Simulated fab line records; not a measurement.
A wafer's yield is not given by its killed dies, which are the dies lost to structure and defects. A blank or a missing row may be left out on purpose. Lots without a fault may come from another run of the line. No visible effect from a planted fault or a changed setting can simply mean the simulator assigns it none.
Struck lot and sound lot, side by side | flow sky130 | 24 steps out of a route of 708
Sound: the wafers L759.4, L759.5, L759.6. The struck wafers were L768.2, L768.3, L768.5. The cause comes at the end.
For every step that has rows: the tool of each side, followed by ch and its chambers, followed by its first start. Under that, the readings that differ: sound wafers | struck wafers | difference of the means | sigmas: that difference in standard deviations of wafers without a fault.
alike: words and numbers the same on both sides, and readings whose means are apart by under 2 such deviations; not compared: readings that were withheld, readings missing a value for some wafer, numbers with overlapping values and no deviation given by the record, and bounds like >300 which may hide the same value.
Wherever a step has rows on one side only, a row that says differs or no value, or a row with sigmas, the two part there. Non-overlapping numbers with no deviation appear without sigmas and do not part them. A reading missing from all wafers of one side parts the sides only when that side holds two or more wafers.

first, 4 steps without rows for these wafers: SKY_VIA4_STRIP_14 (strips in post etch residue remover, time 1200 s); SKY_VIA4_CLEAN_15 (cleans in IPA, time 180 s); SKY_VIA4_CLEAN_16 (cleans in O3/DIW); SKY_VIA4_SPUTTER_17 (material TiN, target thk 20 nm, time 80 s).
SKY_VIA4_CVD_18: deposits W, target thk 505 nm, time 152.14 s.
  sound on cvd w-02 ch 1, day 43 19:57; struck on cvd w-02 ch 0,1, day 45 23:26
  alike: heater power w
SKY_VIA4_RS_MEAS_19: uses a four-point probe to measure.
  sound on film metro-03 at day 43 20:10; struck on film metro-03 at day 45 23:36
  alike: VIA4_W_RS
SKY_VIA4_THK_MEAS_20: measures by xrf.
  sound on film metro-03 at day 43 20:15; struck on film metro-03 at day 45 23:43
  alike: VIA4_W_THK
SKY_VIA4_CMP_21: polishes, stops on SiO2, t overpolish 25 s, target thk 0 nm.
  sound on cmp-02 ch 0,3, day 43 20:17; struck on cmp-02 ch 0,3, day 45 23:53
  alike: motor current A, overpolish run s, slurry flow ml min, time to endpoint s
then, 1 step without rows for these wafers: SKY_METAL5_SPUTTER_00 (material Ti, target thk 15 nm, time 10 s).
SKY_METAL5_SPUTTER_01: material TiN, target thk 20 nm, time 16.7 s.
  sound on pvd sputter-02 at day 43 20:37; struck on pvd sputter-01 at day 46 00:13
  alike: cathode dc power W, chamber pressure pa, throttle valve pct
SKY_METAL5_SPUTTER_02: material AlCu, target thk 1150 nm, time 61.2 s.
  sound on pvd sputter-02 at day 43 20:38; struck on pvd sputter-01 at day 46 00:14
  alike: cathode dc power W, chamber pressure pa, throttle valve pct
then, 1 step without rows for these wafers: SKY_METAL5_SPUTTER_03 (material Ti, target thk 5 nm, time 3.3 s).
SKY_METAL5_SPUTTER_04: material TiN, target thk 70 nm, time 58.3 s.
  sound on pvd sputter-02 at day 43 20:42; struck on pvd sputter-01 at day 46 00:19
  no value came back on the struck wafers for cathode dc power W (W), chamber pressure pa (Pa), throttle valve pct (%); on the sound wafers cathode dc power W (W) reads 6501.0 6499.7 6500.1
SKY_METAL5_THK_MEAS_06: measures by xrf.
  sound on film metro-02 at day 43 20:54; struck on film metro-02 at day 46 00:29
  reading              | sound          | struck         | difference | sigmas
  METAL5_ALCU_THK (nm) | 1139 1136 1140 | 1360 1343 1350 | +213       | +16
then, 8 steps without rows for these wafers: SKY_METAL5_DEHYDRATE_07 (time 60 s); SKY_METAL5_HMDS_08 (prime time 60 s); SKY_METAL5_COAT_09 (resist thk 1800 nm); SKY_METAL5_SOFTBAKE_10 (time 60 s); SKY_METAL5_EXPOSE_11 (exposes mask MM5, target cd 1600 nm); SKY_METAL5_PEB_12; SKY_METAL5_DEVELOP_13 (develop time 60 s); SKY_METAL5_DESCUM_14 (chemistry O2, time 11 s).
SKY_METAL5_METAL_ETCH_15: etches the open film in Cl2/BCl3, stops on SiO2, target depth 1260 nm, time 252 s.
  sound on rie metal-03 ch 0,1, day 44 19:29; struck on rie metal-03 ch 0,1, day 46 20:15
  reading               | sound             | struck            | difference | sigmas
  oes product au (a.u.) | 0.902 0.894 0.893 | 0.883 0.870 0.871 | -0.022     | -5
  alike: drypump motor current A, throttle valve pct
  not compared: rf hours counter h
SKY_METAL5_STRIP_16: strips in O2/N2.
  sound on plasma asher-01 ch 0,1, day 44 19:40; struck on plasma asher-01 ch 0,1, day 46 20:29
  alike: drypump motor current A, oes product au, strip time to endpoint s
  not compared: rf hours counter h

== WHERE THEY PART ==
First at SKY_METAL5_SPUTTER_04; last, within this record, at SKY_METAL5_METAL_ETCH_15. Later steps at which nothing parts them and some readings are alike: SKY_METAL5_STRIP_16.

WHY: the cause the simulator had injected
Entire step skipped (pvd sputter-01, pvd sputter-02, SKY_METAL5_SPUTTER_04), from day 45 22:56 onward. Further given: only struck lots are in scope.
